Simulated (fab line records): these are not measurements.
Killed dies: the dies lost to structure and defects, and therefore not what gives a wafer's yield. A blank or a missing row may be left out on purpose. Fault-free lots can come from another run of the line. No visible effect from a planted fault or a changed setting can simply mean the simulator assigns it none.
Code-filled problem report in 8D (eight disciplines) form || flow gf180mcu || the parts of the form that need people (team, actions taken, sign-off) are left out

## 1. WHAT WENT WRONG
A mean of 0.815 a.u. is read at GF_V4_ETCH_17 for oesProductAu, taken on 1 wafer of 1 lot, against 0.856 a.u. (standard deviation 0.0055) on wafers free of any fault. That is -7.5 standard deviations from the usual mean.
The step: etches SiO2 in C4F8/O2/Ar, stops on TiN, target depth 630 nm.
The step gives no start for some of these wafers. The record holds 36 wafers of 12 lots with a number at this step. The rule behind "out" and "out of limits": a value lying over 4 standard deviations away from the usual mean. Any other wafer with a number is counted as sound.

## 2. WHAT IT IS; WHAT IT IS NOT
{"question": "which readings at this step", "is": "oesProductAu", "is not": "-"}
{"question": "which lots", "is": "L820", "is not": "L798, L799, L801, L802, L804, L806, L808, L810, L813, L817, L818"}
{"question": "which wafers of those lots", "is": "L820.4", "is not": "L820.1, L820.6"}
{"question": "read on which tools", "is": "rieDiel-01", "is not": "rieDiel-02, rieDiel-04"}

## 3. SUSPECTS, AND WHAT RULES EACH OUT
Counting: any tool at a process step up to the reading remains a suspect provided it ran every lot that is out. Sound lots after the first of them don't rule it out here, since some wafers of a struck lot are sound.
- pvdSputter-01 at GF_M4_SPUTTER_00 (material Ti, target thk 37.5 nm, time 150 s): kept. The lot that is out, L820, ran on it at day 29 09:43; the last sound lot it ran before that was L817, at day 28 17:35.
- cmp-02 at GF_V4_CMP_04 (polishes SiO2): kept. The lot that is out, L820, ran on it at day 30 05:50; the last sound lot it ran before that was L818, at day 29 18:44.
- rieDiel-01 at GF_V4_ETCH_17 (etches SiO2 in C4F8/O2/Ar, stops on TiN, target depth 630 nm): kept. The lot that is out, L820, ran on it at day 31 02:00; the last sound lot it ran before that was L817, at day 30 11:01. Out on those wafers are its own readings of oesProductAu. Because GF_V4_ETCH_17 lacks a start for some lots, the hours and order of its lots are taken from GF_MIM_THK_MEAS_11.
- The sound lot-mates ran in chamber 1 of cmp-02 at GF_V4_CMP_04, but the wafers that are out ran in chamber 2.
- rieDiel-01, GF_V4_ETCH_17: wafers that are out in chamber 2, sound lot-mates in chambers 0, 1.
Still standing after the count: pvdSputter-01 at GF_M4_SPUTTER_00, cmp-02 at GF_V4_CMP_04, rieDiel-01 at GF_V4_ETCH_17.

## 4. THE CAUSE (what the simulator had put in)
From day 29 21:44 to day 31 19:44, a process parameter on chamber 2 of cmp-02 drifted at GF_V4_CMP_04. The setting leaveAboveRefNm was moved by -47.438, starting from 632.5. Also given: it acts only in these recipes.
Counting left 3 suspects, and this tool is among them.

## 5. THE CHAIN OF EFFECTS, in route order
Rows list readings where the struck wafers' mean (over those with a number) sits beyond 3 standard deviations from the usual. Readings are gone through only where the record gives a usual standard deviation; hours: the median, over the lots, of the time from a lot's start at the first step in this table giving one to that lot's start at this step; sigmas: the change measured in usual standard deviations.
{"hours": "-", "step": "GF_V4_ETCH_17", "reading": "oesProductAu", "usual": "0.856 a.u.", "on struck wafers": 0.815, "change": -0.041, "sigmas": -7.5}
Process steps it contains:
- GF_V4_ETCH_17: etches SiO2 in C4F8/O2/Ar, stops on TiN, target depth 630 nm.
At these later measuring or inspecting steps, every struck wafer for which the step has a row has a number for every such reading, and none has moved that far: GF_MIM_THK_MEAS_11.

## 6. HOW IT WOULD HAVE BEEN CAUGHT EARLIER
Of the tool readings at GF_V4_CMP_04 for which the record gives a usual standard deviation, none was out on any struck wafer, so an alarm limit of 4 standard deviations on them would not have fired.
